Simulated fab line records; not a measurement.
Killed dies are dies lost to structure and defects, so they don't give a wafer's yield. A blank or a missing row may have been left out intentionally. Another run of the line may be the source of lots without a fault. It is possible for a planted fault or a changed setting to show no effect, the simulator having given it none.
A lot that was struck, set against a sound lot | flow sky130 | 14 steps out of a route of 708
Sound: these wafers, L439.2, L439.3, L439.6. Struck: wafers L452.1, L452.5, L452.6. Last of all comes the cause.
Per side, at each step with rows, come the tool, then ch with its chambers, and then its first start. Under that, the readings that differ: sound wafers | struck wafers | difference of the means | sigmas: that difference in standard deviations of wafers without a fault.
alike: readings with means less than 2 such deviations apart, plus words and numbers identical on both sides. not compared: withheld readings, readings lacking a value on some wafer, bounds such as >300 that could conceal the same value, and numbers that have no deviation in the record and whose values overlap.
The two part at a step that has a row with sigmas, a row that says differs or no value, or rows on one side only. When numbers do not overlap yet have no deviation, they are printed without sigmas and do not part them. A reading missing from all wafers of one side parts the sides only when that side holds two or more wafers.

SKY_CONTACT_STRIP_19: strips in O2/N2.
  sound on plasma-asher-04 ch 0, day 32 20:47; struck on plasma-asher-04 ch 0,1, day 36 18:53
  alike: drypump-motor-current-A, oes-product-au, strip-time-to-endpoint-s
  not compared: rf-hours-counter-h
then, 3 steps without rows for these wafers: SKY_CONTACT_STRIP_20 (strips in post etch residue remover, time 1200 s); SKY_CONTACT_CLEAN_21 (cleans in IPA, time 180 s); SKY_CONTACT_CLEAN_22 (cleans in O3/DIW).
SKY_CONTACT_SPUTTER_23: material TiN, target thk 20 nm, time 80 s.
  struck on pvd-sputter-03, day 36 19:29; sound on pvd-sputter-01, day 32 21:23
  alike: cathode-dc-power-W, chamber-pressure-pa, throttle-valve-pct
then, 1 step without rows for these wafers: SKY_CONTACT_CVD_24 (deposits W, target thk 340 nm, time 102.12 s).
SKY_CONTACT_RS_MEAS_25: uses a four-point probe to measure.
  struck on film-metro-01, day 36 19:39; sound on film-metro-01, day 32 21:34
  alike: CONTACT_W_RS
SKY_CONTACT_THK_MEAS_26: measures by xrf.
  struck on film-metro-01, day 36 19:46; sound on film-metro-01, day 32 21:41
  alike: CONTACT_W_THK
then, 1 step without rows for these wafers: SKY_CONTACT_CMP_27 (polishes, stops on SiO2, t overpolish 15 s, target thk 0 nm).
SKY_METAL1_SPUTTER_00: material Ti, target thk 15 nm, time 10 s.
  struck on pvd-sputter-04, day 36 20:08; sound on pvd-sputter-02, day 32 22:02
  alike: cathode-dc-power-W, chamber-pressure-pa, throttle-valve-pct
SKY_METAL1_SPUTTER_01: material TiN, target thk 20 nm, time 16.7 s.
  struck on pvd-sputter-04, day 36 20:09; sound on pvd-sputter-02, day 32 22:04
  alike: cathode-dc-power-W, chamber-pressure-pa, throttle-valve-pct
then, 1 step without rows for these wafers: SKY_METAL1_SPUTTER_02 (material AlCu, target thk 250 nm, time 13.3 s).
SKY_METAL1_SPUTTER_03: material Ti, target thk 5 nm, time 3.3 s.
  struck on pvd-sputter-04, day 36 20:12; sound on pvd-sputter-02, day 32 22:07
  no value came back on the struck wafers for cathode-dc-power-W (W), chamber-pressure-pa (Pa), throttle-valve-pct (%); on the sound wafers cathode-dc-power-W (W) reads 2999.4 3000.3 3000.0
SKY_METAL1_SPUTTER_04: material TiN, target thk 70 nm, time 58.3 s.
  struck on pvd-sputter-04, day 36 20:13; sound on pvd-sputter-02, day 32 22:07
  alike: cathode-dc-power-W, chamber-pressure-pa, throttle-valve-pct

WHERE THEY PART
Only at SKY_METAL1_SPUTTER_03, within this record. Later steps at which nothing parts them and some readings are alike: SKY_METAL1_SPUTTER_04.

WHY: whatever the simulator had introduced
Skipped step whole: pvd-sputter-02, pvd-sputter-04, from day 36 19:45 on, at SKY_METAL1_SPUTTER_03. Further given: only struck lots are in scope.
